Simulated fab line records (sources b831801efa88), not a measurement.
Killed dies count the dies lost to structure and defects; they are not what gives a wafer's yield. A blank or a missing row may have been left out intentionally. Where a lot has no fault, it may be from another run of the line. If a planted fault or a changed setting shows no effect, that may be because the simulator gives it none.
Struck lot and sound lot, side by side + flow gf180mcu + 15 out of 602 route steps
Sound: wafers L420.2, L420.3, L420.6. Struck: wafer L432.4. (L432.2 of the same lot was not struck and is left out.) The cause comes at the end.
Per side, at each step with rows, come the tool, then ch with its chambers, and then its first start. Under that, the readings that differ: sound wafers + struck wafers + difference of the means + sigmas: that difference in standard deviations of wafers without a fault.
alike: readings whose means differ by less than 2 such deviations, and words and numbers that are the same on both sides. not compared: withheld readings, readings that some wafer has no value for, bounds like >300 that may hide the same value, and numbers for which the record gives no deviation and whose values overlap.
Wherever a step has rows on one side only, a row that says differs or no value, or a row with sigmas, the two part there. Numbers that don't overlap but have no deviation are shown without sigmas and don't part them. A reading that every wafer of one side lacks parts them only if that side has two wafers or more.

GF_V4_STRIP_18: strips in O2/N2.
  sound on plasma asher-03 ch 0,1, day 26 09:10; struck on plasma asher-04 ch 0, day 29 18:46
| reading                     | sound       | struck | difference | sigmas |
|-----------------------------|-------------|--------|------------|--------|
| drypump motor current A (A) | 6.7 6.7 6.5 | 5.3    | -1.3       | -3     |
  alike: heater power w, oes product au
  not compared: rf hours counter h
then, 3 steps without rows for these wafers: GF_V4_STRIP_19 (strips in post etch residue remover, time 1200 s); GF_V4_CLEAN_20 (cleans in DIW); GF_V4_SPUTTER_21 (material Ti, target thk 15 nm, time 80.02 s).
GF_V4_SPUTTER_22: material TiN, target thk 10 nm, time 40 s.
  sound on pvd sputter-04, day 26 09:46; struck on pvd sputter-03, day 29 19:22
  alike: cathode dc power W, throttle valve pct
then, 1 step without rows for these wafers: GF_V4_CVD_23 (deposits W, target thk 350 nm, time 104.9 s).
GF_V4_RS_MEAS_24: uses a four-point probe to measure.
  sound on film metro-04, day 26 09:56; struck on film metro-01, day 29 19:34
  alike: V4_W_RS
GF_V4_THK_MEAS_25: measures by xrf.
  sound on film metro-04, day 26 10:02; struck on film metro-01, day 29 19:40
  alike: V4_W_THK
GF_V4_CMP_26: polishes, stops on SiO2, t overpolish 15 s, target thk 0 nm.
  sound on cmp-02 ch 1,2,3, day 26 10:05; struck on cmp-01 ch 2, day 29 19:52
  alike: edge zone pressure frac, motor current A, overpolish run s, time to endpoint s
then, 1 step without rows for these wafers: GF_MIM_SPUTTER_00 (material Ti, target thk 37.5 nm, time 150 s).
GF_MIM_SPUTTER_01: material TiN, target thk 30 nm, time 25 s.
  sound on pvd sputter-01, day 26 10:30; struck on pvd sputter-02, day 29 20:16
  alike: cathode dc power W, throttle valve pct
then, 1 step without rows for these wafers: GF_MIM_SPUTTER_02 (material AlCu, target thk 450 nm, time 23.9 s).
GF_MIM_SPUTTER_03: material Ti, target thk 10 nm, time 6.7 s.
  sound on pvd sputter-01, day 26 10:34; struck on pvd sputter-02, day 29 20:20
| reading                                | sound             | struck | difference | sigmas |
|----------------------------------------|-------------------|--------|------------|--------|
| model.Ti_of_MIM_SPUTTER_03.thk nm (nm) | 9.797 9.695 9.834 | 7.578  | -2.197     |        |
  alike: cathode dc power W, substrate temp c, throttle valve pct
GF_MIM_SPUTTER_04: material TiN, target thk 50 nm, time 41.7 s.
  sound on pvd sputter-01, day 26 10:36; struck on pvd sputter-02, day 29 20:21
  alike: cathode dc power W, throttle valve pct
-- the record jumps here: 5 days lie between the struck wafers' starts before and after (it left off in module MIM and takes up again in module PASSIVATION, whose first step shown is number 602 of the route) --
GF_PASSIVATION_PROBE_99:
  only the struck wafers here have rows in the record (prober-02, day 34 08:28); the sound ones have none

WHERE THEY PART
Last at GF_PASSIVATION_PROBE_99 as far as this record goes, first at GF_V4_STRIP_18.

WHY: the cause the simulator had injected
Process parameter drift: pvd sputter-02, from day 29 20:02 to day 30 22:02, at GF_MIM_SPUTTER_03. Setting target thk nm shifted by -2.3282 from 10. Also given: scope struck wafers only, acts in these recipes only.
